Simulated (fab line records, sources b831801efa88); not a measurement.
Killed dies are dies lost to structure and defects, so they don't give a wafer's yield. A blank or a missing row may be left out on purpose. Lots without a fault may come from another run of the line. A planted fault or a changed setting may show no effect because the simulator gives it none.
Problem report in the 8D (eight disciplines) form, filled by code | flow sfq_line | the parts of the form that need people (team, actions taken, sign-off) are left out

1. THE PROBLEM
bias_w at SFQ_TRILAYER_M1_ETCH_METAL_ETCH_042 reads a mean of 86.14 W on 6 wafers of 2 lots; wafers without a fault read 80.06 W with a standard deviation of 0.24. That is +25 standard deviations from the usual mean.
The step: etches Nb in Cl2/Ar, stops on SiO2, target depth 240 nm, time 120 s.
First seen on wafer L751.2, day 26 23:42, on rie_metal-04. The record holds 18 wafers of 6 lots with a number at this step. Rule for "out", or "out of limits": more than 4 standard deviations from the usual mean. The other wafers with a number count as sound.

2. WHAT IT IS AND WHAT IT IS NOT
question                    | is                     | is not
which readings at this step | bias_w                 | drypump_motor_current_A, oes_product_au
which lots                  | L751, L753             | L746, L761, L766, L768
which wafers of those lots  | all that have a number | -
read on which tools         | rie_metal-04           | rie_metal-01, rie_metal-02
when                        | from day 26 23:42      | up to then (3 sound wafers); but 9 sound wafers of L761, L766, L768 came after

3. SUSPECTS, AND WHAT RULES EACH OUT
Counting: a tool at a process step up to the reading stays a suspect if it ran every lot that is out and no sound lot after the first of them.
- pvd_sputter-05 at SFQ_TRILAYER_M1_DEP_SPUTTER_037 (material Nb, target thk 200 nm, time 133.3 s): kept. It ran every lot that is out, first L751 (day 20 10:29), and no sound lot after that.
- rie_metal-04 at SFQ_TRILAYER_M1_BARC_OPEN_METAL_ETCH_054 (etches BARC in O2, target depth 125 nm, time 41.7 s): ruled out as a lasting fault. Sound lots L766 ran on it after its first lot that is out, L751 (day 26 23:38).
- rie_metal-04 at SFQ_TRILAYER_M1_ETCH_METAL_ETCH_042 (etches Nb in Cl2/Ar, stops on SiO2, target depth 240 nm, time 120 s): ruled out as a lasting fault. Sound lots L766 ran on it after its first lot that is out, L751 (day 26 23:42).
Left after counting: pvd_sputter-05 at SFQ_TRILAYER_M1_DEP_SPUTTER_037.

4. THE CAUSE (what the simulator had put in)
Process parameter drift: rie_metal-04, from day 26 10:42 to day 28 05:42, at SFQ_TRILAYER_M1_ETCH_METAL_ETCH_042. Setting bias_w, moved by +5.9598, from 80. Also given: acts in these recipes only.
Counting ruled it out, wrongly.

5. THE CHAIN OF EFFECTS, in route order
Each row: a reading whose mean over the struck wafers that have a number lies more than 3 standard deviations from the usual. Only readings for which the record gives a usual standard deviation are gone through. hours: the time from each lot's start at the first step in this table that gives one to its start at this step, as a median over the lots. sigmas: the change in usual standard deviations.
hours | step                                | reading | usual   | on struck wafers | change | sigmas
0     | SFQ_TRILAYER_M1_ETCH_METAL_ETCH_042 | bias_w  | 80.06 W | 86.14            | +6.08  | +25
The process steps in it:
- SFQ_TRILAYER_M1_ETCH_METAL_ETCH_042: etches Nb in Cl2/Ar, stops on SiO2, target depth 240 nm, time 120 s.

6. WHAT WOULD HAVE CAUGHT IT SOONER
In this record the first reading out of limits was taken at day 26 23:42, 13 hours after the fault began at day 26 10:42.
